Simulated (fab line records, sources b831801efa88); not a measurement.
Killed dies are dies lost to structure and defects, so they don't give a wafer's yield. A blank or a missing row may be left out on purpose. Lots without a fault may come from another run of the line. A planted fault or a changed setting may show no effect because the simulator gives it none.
A struck lot beside a sound one | flow sky130 | 15 steps out of a route of 708
Sound: wafers L529.1, L529.3, L529.6. Struck: wafers L540.1, L540.2, L540.4. The cause comes at the end.
At each step with rows: each side's tool, then ch and its chambers, then its first start. Under that, the readings that differ: sound wafers | struck wafers | difference of the means | sigmas: that difference in standard deviations of wafers without a fault.
alike: readings whose means differ by less than 2 such deviations, and words and numbers that are the same on both sides. not compared: withheld readings, readings that some wafer has no value for, bounds like >300 that may hide the same value, and numbers for which the record gives no deviation and whose values overlap.
The two part at a step that has a row with sigmas, a row that says differs or no value, or rows on one side only. Numbers that don't overlap but have no deviation are shown without sigmas and don't part them. A reading that every wafer of one side lacks parts them only if that side has two wafers or more.

first, 2 steps without rows for these wafers: SKY_POLY_GATE_CLEAN_19 (cleans in SC1/SC2, time 150 s); SKY_POLY_GATE_OXIDATION_20 (stabilise 600 s, purge 300 s, target thk 4 nm).
SKY_POLY_GATE_THK_MEAS_21:
  sound on film_metro-03, day 18 08:39; struck on film_metro-04, day 22 07:28
  alike: POLY_GATE_OXIDATION_THK
SKY_POLY_GATE_CD_MEAS_22:
  sound on cd_sem-01, day 18 08:43; struck on cd_sem-01, day 22 07:32
  alike: cd_nm
then, 7 steps without rows for these wafers: SKY_LDD_N_DEHYDRATE_00 (time 60 s); SKY_LDD_N_HMDS_01 (prime time 60 s); SKY_LDD_N_COAT_02 (resist thk 300 nm); SKY_LDD_N_SOFTBAKE_03 (time 60 s); SKY_LDD_N_EXPOSE_04 (exposes mask NTM, target cd 840 nm); SKY_LDD_N_PEB_05; SKY_LDD_N_DEVELOP_06 (develop time 60 s).
SKY_LDD_N_OVL_MEAS_07:
  sound on overlay-01, day 19 14:47; struck on overlay-02, day 23 13:32
  alike: LDD_N_OVL
SKY_LDD_N_IMPLANT_08:
  sound on implanter-01 ch 0, day 19 14:49; struck on implanter-02 ch 0, day 23 13:34
  reading            | sound                        | struck                       | difference | sigmas
  dose_ions_cm2      | 7.52e+13 7.515e+13 7.514e+13 | 8.58e+13 8.563e+13 8.567e+13 | +1.05e+13  | +99 or more
  faraday_current_uA | 430 427 429                  | 513 478 471                  | +59        | +7
then, 1 step without rows for these wafers: SKY_LDD_N_IMPLANT_09.
-- the record jumps here: 26 days lie between the struck wafers' starts before and after (it left off in module LDD_N and takes up again in module PAD_OPEN, whose first step shown is number 708 of the route) --
SKY_PAD_OPEN_PROBE_99:
  sound on prober-01, day 47 00:41; struck on prober-01, day 49 14:58
  reading                     | sound             | struck            | difference | sigmas
  model.etest.tip_n.rs_ohm_sq | 441.3 442.1 441.1 | 426.4 431.7 432.5 | -11.3      |
  alike: killed_at_M0_to_M3, killed_at_M4_up, killed_at_contacts, killed_at_front_end, killed_at_other, killed_dies, killed_open, killed_short

WHERE THEY PART
Only at SKY_LDD_N_IMPLANT_08, within this record. Later steps at which nothing parts them and some readings are alike: SKY_PAD_OPEN_PROBE_99.

WHY: what the simulator had put in
Process parameter drift: implanter-02, from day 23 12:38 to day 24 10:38, at SKY_LDD_N_IMPLANT_08. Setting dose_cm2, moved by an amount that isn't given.
